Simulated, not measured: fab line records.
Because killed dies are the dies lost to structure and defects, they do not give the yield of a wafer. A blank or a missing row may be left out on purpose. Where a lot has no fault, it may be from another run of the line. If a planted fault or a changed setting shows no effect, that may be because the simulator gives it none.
Which tool is to blame? ; flow gf180mcu ; 21 wafers from 7 lots sampled at 2 of the route's 602 steps

## WHAT THE GAUGES SHOWED, per wafer
GF_DUAL_GATE_THK_MEAS_03.
lot;measured;on;DUAL_GATE_OXIDATION_00_THK (nm)
L916;day 8 01:16;film-metro-02;10.62 10.71 10.70
L918;day 8 18:26;film-metro-04;10.99 10.70 10.78
L922;day 9 18:38;film-metro-04;11.09 11.08 11.20
L925;day 10 18:13;film-metro-02;12.24 12.25 12.16
L932;day 12 23:18;film-metro-04;11.29 11.16 11.15
L935;day 13 15:31;film-metro-04;10.98 11.12 11.15
L937;day 14 06:54;film-metro-04;11.16 11.03 11.11

## EACH LOT AND THE TOOL THAT RAN IT (in order: tool; ch and the chambers of the sampled wafers; start)
lot;GF_DUAL_GATE_OXIDATION_02
L916;furnace-01 ch 0, day 7 23:49
L918;furnace-01 ch 0, day 8 16:59
L922;furnace-02 ch 0, day 9 17:11
L925;furnace-02 ch 0, day 10 16:46
L932;furnace-01 ch 0, day 12 21:47
L935;furnace-01 ch 0, day 13 14:04
L937;furnace-01 ch 0, day 14 05:28
- GF_DUAL_GATE_OXIDATION_02: stabilise 600 s, purge 300 s, target thk 10.887 nm.

## THE ANSWER, worked out from the rows above alone
Rule: the usual values come from the lots themselves. The widest of any qualifying gaps counts: lots, ordered by their means at a reading, are off when they make up no more than a third of the lots, leave a main group of 4 or more, and stand apart from it by 3 or more times the standard deviation of that group's means. If all means in a main group match to the digits the tables above print for the reading, that group is not used. Also off: a lot with no number at a reading for which 4 or more lots have one. Where the step has rows for the other lots, those lots are counted as sound.
Off: L925, at GF_DUAL_GATE_THK_MEAS_03 (DUAL_GATE_OXIDATION_00_THK). Main group: mean 11.00 nm, sd 0.19.
If a tool, at a process step before that reading, ran all the lots that are off and no sound lot after the first of them, it fits. The gauges at GF_DUAL_GATE_THK_MEAS_03 are tried like those tools. 2 tools fit, furnace-02 at GF_DUAL_GATE_OXIDATION_02 and film-metro-02 at GF_DUAL_GATE_THK_MEAS_03, so this cannot tell which one it is.

## WHAT THE SIMULATOR PUT IN
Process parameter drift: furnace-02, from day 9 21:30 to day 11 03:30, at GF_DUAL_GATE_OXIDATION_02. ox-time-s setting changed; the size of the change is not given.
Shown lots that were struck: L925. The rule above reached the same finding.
